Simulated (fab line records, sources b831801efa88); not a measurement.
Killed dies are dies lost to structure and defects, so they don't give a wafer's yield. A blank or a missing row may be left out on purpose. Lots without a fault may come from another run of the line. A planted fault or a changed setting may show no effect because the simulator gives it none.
A struck lot beside a sound one | flow gf180mcu | 15 steps out of a route of 602
Sound: wafers L868.1, L868.2, L868.4. Struck: wafers L870.1, L870.3, L870.5. The cause comes at the end.
At each step with rows: each side's tool, then ch and its chambers, then its first start. Under that, the readings that differ: sound wafers | struck wafers | difference of the means | sigmas: that difference in standard deviations of wafers without a fault.
alike: readings whose means differ by less than 2 such deviations, and words and numbers that are the same on both sides. not compared: withheld readings, readings that some wafer has no value for, bounds like >300 that may hide the same value, and numbers for which the record gives no deviation and whose values overlap.
The two part at a step that has a row with sigmas, a row that says differs or no value, or rows on one side only. Numbers that don't overlap but have no deviation are shown without sigmas and don't part them. A reading that every wafer of one side lacks parts them only if that side has two wafers or more.

first, 2 steps without rows for these wafers: GF_HV_LDD_PEB_44; GF_HV_LDD_DEVELOP_45 (develop time 60 s).
GF_HV_LDD_CD_MEAS_46: target cd 400 nm.
  sound on cd_sem-02, day 15 00:43; struck on cd_sem-02, day 15 17:43
  alike: cd_nm
GF_HV_LDD_OVL_MEAS_47:
  sound on overlay-02, day 15 00:50; struck on overlay-01, day 15 17:50
  alike: HV_LDD_03_OVL
then, 1 step without rows for these wafers: GF_HV_LDD_IMPLANT_48.
GF_HV_LDD_STRIP_49: strips in O2/N2.
  sound on plasma_asher-04 ch 0,1, day 15 01:01; struck on plasma_asher-04 ch 0,1, day 15 18:01
  reading                      | sound             | struck            | difference | sigmas
  strip_time_to_endpoint_s (s) | 12.64 12.66 12.66 | 12.61 12.55 12.60 | -0.07      | -2
  alike: drypump_motor_current_A, heater_power_w, oes_product_au
  not compared: rf_hours_counter_h
GF_HV_LDD_TW_MEAS_50:
  sound on film_metro-04, day 15 01:07; struck on film_metro-03, day 15 18:07
  alike: HV_LDD_4_TW
then, 1 step without rows for these wafers: GF_HV_LDD_CLEAN_51 (cleans in SC1/SC2, time 150 s).
GF_HV_LDD_RTA_52: time 10 s.
  sound on rtp_anneal-01 ch 0, day 15 01:14; struck on rtp_anneal-02 ch 0, day 15 18:13
  reading            | sound          | struck         | difference | sigmas
  lamp_power_pct (%) | 36.5 36.4 36.4 | 34.4 34.4 34.5 | -2.0       | -2
  alike: wafer_temp_C_max
GF_HV_LDD_RS_MEAS_53: measures by four-point-probe.
  sound on film_metro-01, day 15 01:17; struck on film_metro-03, day 15 18:17
  alike: HV_LDD_RS
then, 1 step without rows for these wafers: GF_HV_LDD_CVD_54 (deposits SiO2 from TEOS, target thk 10 nm, time 75 s).
GF_HV_LDD_THK_MEAS_55:
  sound on film_metro-01, day 15 02:26; struck on film_metro-01, day 15 19:26
  alike: HV_LDD_CVD_54_THK
GF_HV_LDD_CVD_56: deposits Si3N4 from DCS/NH3, target thk 90 nm, time 1543 s.
  sound on lpcvd-01 ch 0, day 15 02:30; struck on lpcvd-01 ch 1, day 15 19:29
  reading                                  | sound           | struck          | difference | sigmas
  model.Si3N4_of_HV_LDD_CVD_56.thk_nm (nm) | 90.4 89.8 90.32 | 133.6 134.1 134 | +43.7      |
GF_HV_LDD_THK_MEAS_57:
  sound on film_metro-04, day 15 03:55; struck on film_metro-01, day 15 21:09
  reading                | sound          | struck            | difference | sigmas
  HV_LDD_CVD_56_THK (nm) | 90.4 89.8 90.3 | 133.6 134.2 134.0 | +43.8      | +50
  not compared: hold
GF_PASSIVATION_PROBE_99:
  the record has rows for the sound wafers here (prober-01, day 31 11:14) and none for the struck ones

WHERE THEY PART
First at GF_HV_LDD_STRIP_49; last, within this record, at GF_PASSIVATION_PROBE_99.

WHY: what the simulator had put in
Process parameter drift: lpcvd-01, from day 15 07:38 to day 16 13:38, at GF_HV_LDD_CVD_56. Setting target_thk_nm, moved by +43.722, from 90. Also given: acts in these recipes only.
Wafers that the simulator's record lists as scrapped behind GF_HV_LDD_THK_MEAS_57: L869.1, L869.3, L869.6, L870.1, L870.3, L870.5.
